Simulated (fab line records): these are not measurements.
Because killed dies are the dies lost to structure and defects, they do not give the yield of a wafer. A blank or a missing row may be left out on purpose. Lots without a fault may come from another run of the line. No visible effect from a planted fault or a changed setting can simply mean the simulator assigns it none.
fab line records	flow sky130
record lots=6	wafers=16	lastDay=50
route steps=708 shown VIA4@645 METAL5@661 PAD_OPEN@708
lots with no fault: from the same line, run without faults
startH: the number of hours between the record's first day and the start of the first shown wafer of the lot	waitH: hours since the lot's step before	" identical to the entry in the row above	L1.1+2: one row covering several wafers at once	- either no value or no given start	* or withheld: withheld	< > ~ a bound
route shown NAME@n: a module of which the file shows steps, and the number in the route of the first	usual: average and standard deviation across the fault-free wafers	same: alike in all rows	chamber/n: place in a boat	sites: per-site readings	_std_site: their standard deviation	_edge_site: mean of outer sites minus mean of inner sites	radiusMm: for every site, how far away it sits from the centre of the wafer	mask NAME#n: copy n	behind: the tool/chamber that last shaped the wafer	hold: cause of the lot's hold/its duration in hours/its outcome	device: the transistor (n, p or np) that didn't switch	end of line: tests of these same wafers at the route's end	a step without rows: its recipe alone	killed: at the first sort, the dies lost to defects and structure; wafer yield is something else	map: the dies of a wafer, with x for killed, . for not killed, _ for no die there
set.NAME: the run value of the setting; set.NAME@STEP: its run value at that earlier step	model.NAME: the simulator's own value behind a step, which no gauge read
a table for each step, a row for each wafer; lots at some steps of the route
services: the hour from which a tool's chamber was out of use, counted from the record's first day as startH (under 0 if before that day), plus the number of hours and why
## steps
# step SKY_VIA4_COAT_06
# recipe resist=NOVOLAK	spinRpm=3000	resistThkNm=1140
# step SKY_VIA4_SOFTBAKE_07
# recipe tempC=90	timeS=60	resist=NOVOLAK
# step SKY_VIA4_EXPOSE_08
# recipe maskId=VIM4	na=0.6	sourceShape=conventional	sigmaOuter=0.6	polarization=unpolarized	targetCdNm=800	doseMj=132
# step SKY_VIA4_PEB_09
# recipe tempC=withheld	timeS=*	resist=NOVOLAK
# step SKY_VIA4_DEVELOP_10
# recipe resist=NOVOLAK	developer=TMAH	developTimeS=60	devTempC=23
# step SKY_VIA4_OVL_MEAS_11
# usual VIA4_OVL=-0.5/1.5
lot.wafer	tool	chamber	startH	waitH	VIA4_OVL[nm]
L902.3	overlay-01	-	1028.41	0.1	-2.5
L902.4	"	-	"	"	-1.9
L902.5	"	-	"	"	-4.0
L906.3	overlay-01	-	1054.96	0.1	-0.9
L906.4	"	-	"	"	-1.3
L907.1	overlay-01	-	1060.11	0.1	-1.6
L907.4	"	-	"	"	-1.3
L917.1	overlay-02	-	1122.85	0.1	-2.3
L917.4	"	-	"	"	-2.1
L917.5	"	-	"	"	-2.4
L920.1	overlay-02	-	1140.75	0.1	-0.4
L920.4	"	-	"	"	-0.5
L920.6	"	-	"	"	-0.9
L921.1	overlay-01	-	1143.41	0.1	1.2
L921.3	"	-	"	"	-0.2
L921.6	"	-	"	"	0.6
# step SKY_VIA4_ETCH_12
# recipe target=SiO2	chemistry=C4F8/O2/Ar	stopOn=TiN	maskMaterial=NOVOLAK	sourceW=1500	biasW=1200	pressureMtorr=40	c4f8FlowSccm=withheld	O2_flow_sccm=6	Ar_flow_sccm=300	timeS=withheld	targetDepthA=5800
# usual oesProductAu=0.926/0.0048
lot.wafer	tool	chamber	startH	waitH	oesProductAu
L902.3	rieDiel-02	2	1028.43	0.0	0.929
L902.4	"	0	"	"	0.928
L902.5	"	0	"	"	0.933
L906.3	rieDiel-02	1	1054.99	0.0	0.922
L906.4	"	2	"	"	0.929
L907.1	rieDiel-02	1	1060.15	0.0	0.921
L907.4	"	3	"	"	0.920
L917.1	rieDiel-04	0	1122.89	0.0	0.924
L917.4	"	2	"	"	0.922
L917.5	"	0	"	"	0.925
L920.1	rieDiel-01	2	1140.79	0.0	0.924
L920.4	"	1	"	"	0.931
L920.6	"	3	"	"	0.920
L921.1	rieDiel-04	2	1143.45	0.0	0.929
L921.3	"	3	"	"	0.922
L921.6	"	3	"	"	0.920
# step SKY_VIA4_STRIP_13
# recipe chemistry=O2/N2	powerW=1400	pressureMtorr=1500	platenTempC=withheld	o2FlowSccm=3000	n2FlowSccm=300	overashFraction=0.5
# usual drypumpMotorCurrentA=6.0/0.39	oesProductAu=0.709/0.0046	stripTimeToEndpointS=12.803/0.03
lot.wafer	tool	chamber	startH	waitH	drypumpMotorCurrentA	oesProductAu	rfHoursCounterH	stripTimeToEndpointS
L902.3	plasmaAsher-02	1	1028.54	-	6.2	0.715	-	12.764
L902.4	"	0	"	"	5.9	0.709	-	12.793
L902.5	"	0	"	"	5.9	0.710	-	12.769
L906.3	plasmaAsher-03	1	1055.14	-	6.6	0.707	-	12.799
L906.4	"	0	"	"	6.1	0.706	-	12.801
L907.1	plasmaAsher-03	1	1060.25	-	6.6	0.714	64	12.781
L907.4	"	1	"	"	6.6	0.704	-	12.770
L917.1	plasmaAsher-03	1	1122.96	-	6.7	0.712	71	12.783
L917.4	"	1	"	"	6.6	0.710	-	12.798
L917.5	"	1	"	"	6.6	0.703	-	12.782
L920.1	plasmaAsher-03	1	1140.86	-	6.6	0.710	73	12.798
L920.4	"	1	"	"	6.6	0.707	-	12.775
L920.6	"	0	"	"	6.0	0.712	-	12.833
L921.1	plasmaAsher-02	1	1143.52	-	6.2	0.711	7	12.836
L921.3	"	0	"	"	5.9	0.714	-	12.823
L921.6	"	1	"	"	6.2	0.710	-	12.774
# step SKY_VIA4_STRIP_14
# recipe chemistry=postEtchResidueRemover	timeS=1200	tempC=72.5
# step SKY_VIA4_CLEAN_15
# recipe chemistry=IPA	timeS=180	tempC=25
# step SKY_VIA4_CLEAN_16
# recipe chemistry=O3/DIW	dry=n2Spin
# step SKY_VIA4_SPUTTER_17
# recipe material=TiN	targetThkNm=20	chamberPressurePa=5	powerW=4000	timeS=80
# usual throttleValvePct=30.3/0.73
lot.wafer	tool	chamber	startH	waitH	throttleValvePct
L902.3	pvdSputter-03	-	1029.15	0.0	30.9
L902.4	"	-	"	"	31.0
L902.5	"	-	"	"	30.9
L906.3	pvdSputter-01	-	1055.70	0.0	30.2
L906.4	"	-	"	"	30.2
L907.1	pvdSputter-03	-	1060.85	0.0	30.9
L907.4	"	-	"	"	31.0
L917.1	pvdSputter-01	-	1123.59	0.0	29.0
L917.4	"	-	"	"	29.9
L917.5	"	-	"	"	30.7
L920.1	pvdSputter-04	-	1141.50	0.0	29.9
L920.4	"	-	"	"	31.9
L920.6	"	-	"	"	31.0
L921.1	pvdSputter-01	-	1144.11	0.0	29.0
L921.3	"	-	"	"	30.2
L921.6	"	-	"	"	30.2
# step SKY_VIA4_CVD_18
# recipe material=W	targetThkNm=505	timeS=152.14	tempC=400	pressureTorr=40
# usual heaterPowerW=886/110
lot.wafer	tool	chamber	startH	waitH	heaterPowerW	model.W_of_VIA4_CVD_18.thkNm
L902.3	cvdW-02	1	1029.26	0.1	818	506.6
L902.4	"	0	"	"	1012	504.4
L902.5	"	0	"	"	1013	504.7
L906.3	cvdW-02	0	1055.81	0.1	1000	501.2
L906.4	"	1	"	"	825	655
L907.1	cvdW-02	1	1060.91	0.0	812	496.9
L907.4	"	1	"	"	819	649
L917.1	cvdW-02	1	1123.65	0.0	837	495.4
L917.4	"	0	"	"	1014	493.2
L917.5	"	0	"	"	1044	494.4
L920.1	cvdW-02	1	1141.56	0.0	848	500.9
L920.4	"	0	"	"	1003	499.4
L920.6	"	1	"	"	819	502.2
L921.1	cvdW-02	1	1144.18	0.0	839	505.3
L921.3	"	0	"	"	1030	505.8
L921.6	"	1	"	"	835	503.5
# step SKY_VIA4_RS_MEAS_19
# recipe thkMeasGauge=four-point-probe	reads=W_of_VIA4_CVD_18+TiN_of_VIA4_SPUTTER_17
# usual VIA4_W_RS=0.2281/0.0027
lot.wafer	tool	chamber	startH	waitH	VIA4_W_RS[ohm/sq]
L902.3	filmMetro-03	-	1029.40	0.1	0.2254
L902.4	"	-	"	"	0.2266
L902.5	"	-	"	"	0.2263
L906.3	filmMetro-03	-	1055.96	0.1	0.2281
L906.4	"	-	"	"	0.1744
L907.1	filmMetro-03	-	1061.06	0.1	0.2304
L907.4	"	-	"	"	0.1763
L917.1	filmMetro-01	-	1123.80	0.1	0.2305
L917.4	"	-	"	"	0.2317
L917.5	"	-	"	"	0.2309
L920.1	filmMetro-03	-	1141.71	0.1	0.2283
L920.4	"	-	"	"	0.2292
L920.6	"	-	"	"	0.2274
L921.1	filmMetro-03	-	1144.33	0.1	0.2265
L921.3	"	-	"	"	0.2266
L921.6	"	-	"	"	0.2270
# step SKY_VIA4_THK_MEAS_20
# recipe thkMeasGauge=xrf	reads=W_of_VIA4_CVD_18
# usual VIA4_W_THK=493/10
lot.wafer	tool	chamber	startH	waitH	VIA4_W_THK[nm]
L902.3	filmMetro-03	-	1029.50	0.1	489
L902.4	"	-	"	"	487
L902.5	"	-	"	"	490
L906.3	filmMetro-03	-	1056.06	0.1	486
L906.4	"	-	"	"	630
L907.1	filmMetro-03	-	1061.18	0.1	481
L907.4	"	-	"	"	630
L917.1	filmMetro-01	-	1123.92	0.1	484
L917.4	"	-	"	"	482
L917.5	"	-	"	"	481
L920.1	filmMetro-03	-	1141.83	0.1	487
L920.4	"	-	"	"	486
L920.6	"	-	"	"	489
L921.1	filmMetro-03	-	1144.45	0.1	495
L921.3	"	-	"	"	495
L921.6	"	-	"	"	490
# step SKY_VIA4_CMP_21
# recipe stopOn=SiO2	tOverpolishS=25	downForcePsi=3.5	platenRpm=60	targetThkNm=0	padVelocityMS=0.94248
# usual motorCurrentA=10.6/1.3	timeToEndpointS=122/4.1
lot.wafer	tool	chamber	startH	waitH	motorCurrentA	timeToEndpointS
L902.3	cmp-02	1	1029.54	0.0	10.3	129
L902.4	"	0	"	"	13.1	129
L902.5	"	1	"	"	10.7	132
L906.4	cmp-01	3	1056.34	0.3	9.7	151
L906.3	"	0	"	"	8.7	119
L907.1	cmp-01	3	1061.24	0.1	10.5	114
L907.4	"	0	"	"	8.6	154
L917.4	cmp-01	1	1123.98	0.0	11.9	125
L917.1	"	3	"	"	10.2	123
L917.5	"	1	"	"	11.9	122
L920.4	cmp-02	0	1141.89	0.0	13.3	123
L920.1	"	1	"	"	10.2	121
L920.6	"	1	"	"	10.3	119
L921.3	cmp-01	2	1144.51	0.0	10.0	119
L921.1	"	0	"	"	8.7	131
L921.6	"	2	"	"	9.8	125
# step SKY_METAL5_SPUTTER_00
# recipe material=Ti	targetThkNm=15	powerW=3000	timeS=10	chamberPressurePa=0.4
# usual throttleValvePct=30.0/0.64
lot.wafer	tool	chamber	startH	waitH	throttleValvePct
L902.3	pvdSputter-02	-	1029.84	0.2	30.0
L902.4	"	-	"	"	29.6
L902.5	"	-	"	"	30.5
L906.3	pvdSputter-01	-	1056.59	0.1	29.8
L906.4	"	-	"	"	30.2
L907.1	pvdSputter-04	-	1061.54	0.2	31.1
L907.4	"	-	"	"	29.1
L917.1	pvdSputter-04	-	1124.28	0.1	29.4
L917.4	"	-	"	"	29.4
L917.5	"	-	"	"	29.5
L920.1	pvdSputter-01	-	1142.19	0.2	29.9
L920.4	"	-	"	"	30.0
L920.6	"	-	"	"	30.2
L921.1	pvdSputter-04	-	1144.81	0.1	29.6
L921.3	"	-	"	"	29.6
L921.6	"	-	"	"	31.1
# step SKY_PAD_OPEN_PROBE_99
# usual defectLimitedYield=82.2/1.9	killed_at_M0_to_M3=45/7.3	killed_at_M4_up=3.1/1.7	killedAtContacts=25/5.1	killedAtFrontEnd=15/4.5	killedAtOther=0.3/0.56	killedDies=88/9.4	killedOnRim=17/4.3	killedOpen=47/6.6	killedShort=40/6.9	sort_bin_3_pad_short=0.9/0.46	sort_bin_5_function=10.5/1.5	sort_bin_6_memory=6.4/1.1	sortNPass=404/9.4	sortYieldPct=82.2/1.9
# same grossDies=492	killedAtBackSide=0	sort_bin_4_leakage[%]=0	sort_bin_8_speed[%]=0
lot.wafer	tool	chamber	startH	waitH	defectLimitedYield[%]	killed_at_M0_to_M3	killed_at_M4_up	killedAtContacts	killedAtFrontEnd	killedAtOther	killedDies	killedOnRim	killedOpen	killedShort	sort_bin_3_pad_short[%]	sort_bin_5_function[%]	sort_bin_6_memory[%]	sortNPass	sortYieldPct[%]
L902.3	prober-02	-	1095.12	0.2	84.6	36	1	21	18	0	76	13	39	37	0.4	9.3	5.7	416	84.6
L902.4	prober-02	-	1095.17	0.2	81.7	52	1	29	8	0	90	19	56	34	0.6	11.4	6.3	402	81.7
L902.5	prober-02	-	1095.22	0.2	82.1	49	3	26	10	0	88	21	43	45	1.4	7.9	8.5	404	82.1
L906.3	prober-01	-	1120.97	0.2	79.3	57	2	25	17	1	102	25	54	47	1.0	12.6	7.1	390	79.3
L906.4	prober-01	-	1121.02	0.2	81.3	40	5	30	17	0	92	13	52	40	0.4	10.2	8.1	400	81.3
L917.1	prober-02	-	1181.17	0.1	82.1	40	5	25	18	0	88	25	49	39	1.2	10.6	6.1	404	82.1
L917.4	prober-02	-	1181.32	0.2	85.0	41	4	20	8	1	74	22	44	30	0.2	9.1	5.7	418	85.0
L917.5	prober-02	-	1181.37	0.2	82.1	53	1	25	9	0	88	15	44	43	1.0	11.0	5.9	404	82.1
# killed by level:class
L902.3 VIA3:geometricParticle:open=9 CONTACT:geometricParticle:open=8 FIELD_ISO:geometricParticle:short=7 METAL2:geometricParticle:short=6 LI_CONTACT:geometricParticle:open=5 CONTACT:geometricParticle:short=5 METAL1:geometricParticle:short=4 POLY_GATE:geometricParticle:short=3
L902.4 CONTACT:geometricParticle:open=12 VIA3:geometricParticle:open=12 VIA2:geometricParticle:open=8 LI_CONTACT:geometricParticle:open=7 VIA1:geometricParticle:short=7 VIA1:geometricParticle:open=6 METAL2:geometricParticle:short=5 CONTACT:geometricParticle:short=5
L902.5 CONTACT:geometricParticle:open=11 VIA1:geometricParticle:open=11 METAL2:geometricParticle:short=9 CONTACT:geometricParticle:short=7 VIA3:geometricParticle:open=7 VIA1:geometricParticle:short=6 VIA3:geometricParticle:short=6 FIELD_ISO:geometricParticle:short=4
L906.3 CONTACT:geometricParticle:open=10 VIA1:geometricParticle:open=10 METAL2:geometricParticle:short=9 VIA3:geometricParticle:open=9 VIA1:geometricParticle:short=8 METAL1:geometricParticle:short=7 FIELD_ISO:geometricParticle:open=6 LI_CONTACT:geometricParticle:open=6
L906.4 CONTACT:geometricParticle:open=10 LI_CONTACT:geometricParticle:open=8 VIA1:geometricParticle:open=8 VIA2:geometricParticle:open=6 METAL1:geometricParticle:short=5 VIA3:geometricParticle:short=4 FIELD_ISO:geometricParticle:open=4 LOCAL_INTERCONNECT:geometricParticle:short=4
L917.1 VIA1:geometricParticle:open=11 LI_CONTACT:geometricParticle:open=9 CONTACT:geometricParticle:open=9 VIA3:geometricParticle:open=8 FIELD_ISO:geometricParticle:short=6 FIELD_ISO:geometricParticle:open=5 METAL1:geometricParticle:short=5 METAL4:geometricParticle:short=5
L917.4 VIA1:geometricParticle:open=13 VIA2:geometricParticle:open=7 LI_CONTACT:geometricParticle:open=6 METAL1:geometricParticle:short=6 CONTACT:geometricParticle:short=5 CONTACT:geometricParticle:open=5 FIELD_ISO:geometricParticle:open=4 METAL2:geometricParticle:short=3
L917.5 VIA1:geometricParticle:open=13 METAL2:geometricParticle:short=9 VIA3:geometricParticle:open=9 CONTACT:geometricParticle:open=8 CONTACT:geometricParticle:short=5 METAL3:geometricParticle:short=5 METAL1:geometricParticle:short=5 POLY_GATE:geometricParticle:open=4
## services
tool	chamber	startH	hours	kind
rieDiel-02	-	1042.67	1.0	repair
rieDiel-04	-	1050.86	0.7	repair
pvdSputter-02	-	1051.37	2.1	repair
plasmaAsher-02	-	1051.81	13.1	repair
pvdSputter-04	-	1053.12	8.3	repair
cmp-02	-	1054.28	2.1	repair
plasmaAsher-02	-	1061.67	2.9	repair
rieDiel-02	2	1063.57	3.9	repair
plasmaAsher-02	-	1064.91	9.0	pm
plasmaAsher-02	0	1064.91	9.0	ventCycle
cvdW-02	0	1070.42	13.8	repair
rieDiel-02	1	1075.23	7.5	repair
cvdW-02	-	1080.52	2.8	pm
cvdW-02	0	1086.41	4.5	repair
pvdSputter-04	-	1087.42	5.0	repair
rieDiel-04	1	1088.90	59.3	repair
rieDiel-04	2	1089.22	1.9	repair
cmp-02	-	1094.13	4.0	pm
cmp-01	-	1098.49	0.5	repair
rieDiel-02	3	1107.62	25.2	repair
plasmaAsher-02	-	1109.77	2.8	pm
cmp-01	-	1111.06	5.4	pm
pvdSputter-04	-	1116.87	4.3	repair
cmp-02	-	1144.38	8.1	pm
## key
firstSign step=SKY_VIA4_RS_MEAS_19	reading=VIA4_W_RS	direction=down	sigmas=19	usual=0.2281	struck=0.1754
effect step=SKY_VIA4_THK_MEAS_20	reading=VIA4_W_THK	direction=up	sigmas=13	usual=493	struck=630
effect step=SKY_VIA4_CMP_21	reading=timeToEndpointS	direction=up	sigmas=7.5	usual=*	struck=*
modelEffect step=SKY_VIA4_CVD_18	value=W_of_VIA4_CVD_18.thkNm	without=498.8	struck=652
metAt SKY_VIA4_CVD_18
struckWafers L906.4,L907.4
onsetBetween 1029.26 1055.81
fault kind=processParameterDrift	tool=cvdW-02	chamber=-	onsetH=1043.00	steps=SKY_VIA4_CVD_18	channel=targetThkNm	offset=154.19	shape=step	endH=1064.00	scope=struckWafersOnly	actsIn=theseRecipesOnly	stated=505
